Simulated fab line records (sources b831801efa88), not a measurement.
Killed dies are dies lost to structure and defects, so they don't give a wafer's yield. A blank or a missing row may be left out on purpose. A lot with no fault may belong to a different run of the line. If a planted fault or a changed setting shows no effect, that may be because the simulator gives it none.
A single fault, viewed from 2 desks :: flow gf180mcu :: numbers are kept per desk, each desk with only its own; the story behind them comes last

== TOOL OWNER'S DESK, implanter-04 ==
The tool's own readings at GF_HV_LDD_IMPLANT_36, given as means over the sampled wafers that have a number, one for each lot that went through this tool. A lot is out of limits, marked OUT, if its mean lies more than 4 standard deviations from the usual mean; the brackets give that distance.
Columns: A = doseIonsCm2 at GF_HV_LDD_IMPLANT_36, usual 7.499e+12; B = faradayCurrentUA at GF_HV_LDD_IMPLANT_36, usual 42.2
lot: L919
first seen here: day 12 00:56
A: 7.485e+12
B: 41.9

lot: L920
first seen here: day 12 02:33
A: 7.502e+12
B: 42.5

lot: L922
first seen here: day 12 18:42
A: 7.488e+12
B: 41.7

lot: L923
first seen here: day 12 21:31
A: 5.765e+12 (-99 or more) OUT
B: 31.8 (-11) OUT

lot: L924
first seen here: day 13 08:19
A: 5.756e+12 (-99 or more) OUT
B: 33.2 (-9.7) OUT

lot: L932
first seen here: day 15 22:17
A: 7.492e+12
B: 41.9

lot: L935
first seen here: day 16 23:52
A: 7.506e+12
B: 41.8

lot: L939
first seen here: day 19 02:55
A: 7.503e+12
B: 41.8
This desk's verdict: out of limits on L923, L924, starting with L923 at day 12 21:31 (doseIonsCm2 at GF_HV_LDD_IMPLANT_36). L919, L920, L922, L932, L935, L939 stayed within limits.

== AT THE METROLOGY DESK ==
Means of the sampled wafers that have a number, per lot and without regard to the tool the lot ran on: this is what the gauges read. A lot is out of limits, marked OUT, if its mean lies more than 4 standard deviations from the usual mean; the brackets give that distance.
Columns: A = POLY_GATE_OXIDATION_THK at GF_POLY_GATE_THK_MEAS_17, usual 3.92 nm; B = HV_LDD_3_TW at GF_HV_LDD_TW_MEAS_38, usual 1434; C = cdNm at GF_HV_LDD_CD_MEAS_46, usual 399.4 nm; D = HV_LDD_RS at GF_HV_LDD_RS_MEAS_53, usual 417.6 ohm/sq
lot: L918
first seen here: day 9 06:25
A: 4.03
B: 1446
C: 396.2
D: 418.3

lot: L919
first seen here: day 9 16:37
A: 4.01
B: 1444
C: 401.1
D: 416.7

lot: L920
first seen here: day 9 18:33
A: 3.97
B: 1442
C: 402.5
D: 415.7

lot: L922
first seen here: day 10 09:08
A: 3.90
B: 1456
C: 394.7
D: 416.8

lot: L923
first seen here: day 10 11:56
A: 3.78
B: 1389
C: 396.5
D: 422.0 (+4.4) OUT

lot: L924
first seen here: day 10 22:14
A: 3.85
B: 1398
C: 405.2
D: 422.7 (+5.1) OUT

lot: L932
first seen here: day 13 08:07
A: 3.84
B: 1426
C: 402.5
D: 418.9

lot: L934
first seen here: day 14 02:43
A: 3.88
B: 1424
C: 400.1
D: 417.1

lot: L935
first seen here: day 14 05:37
A: 3.93
B: 1444
C: 402.5
D: 418.1

lot: L937
first seen here: day 14 21:10
A: 3.93
B: 1434
C: 401.4
D: 417.0

lot: L939
first seen here: day 16 04:34
A: 4.07
B: 1429
C: 398.4
D: 417.8

lot: L940
first seen here: day 16 08:51
A: 3.96
B: 1451
C: 397.3
D: 418.4
This desk's finding: out of limits on L923, L924; first on L923, day 13 18:44 (HV_LDD_RS at GF_HV_LDD_RS_MEAS_53). L918, L919, L920, L922, L932, L934, L935, L937, L939, L940 stayed within limits.

== PUT TOGETHER ==
An alarm could have come from the tool owner's desk at day 12 21:31, on L923, L924.
On L923, L924, the metrology desk was in a position to raise an alarm at day 13 18:44.
All the named lots went through GF_HV_LDD_IMPLANT_36 on implanter-04.

== WHAT THE SIMULATOR PUT IN ==
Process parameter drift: implanter-04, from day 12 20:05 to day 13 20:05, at GF_HV_LDD_IMPLANT_36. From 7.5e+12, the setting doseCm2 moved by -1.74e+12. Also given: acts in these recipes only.
Lots struck among those shown: L923, L924.
Counting hours from when the fault started, the first reading out of limits came at 1 for the tool owner's desk and at 23 for the metrology desk.
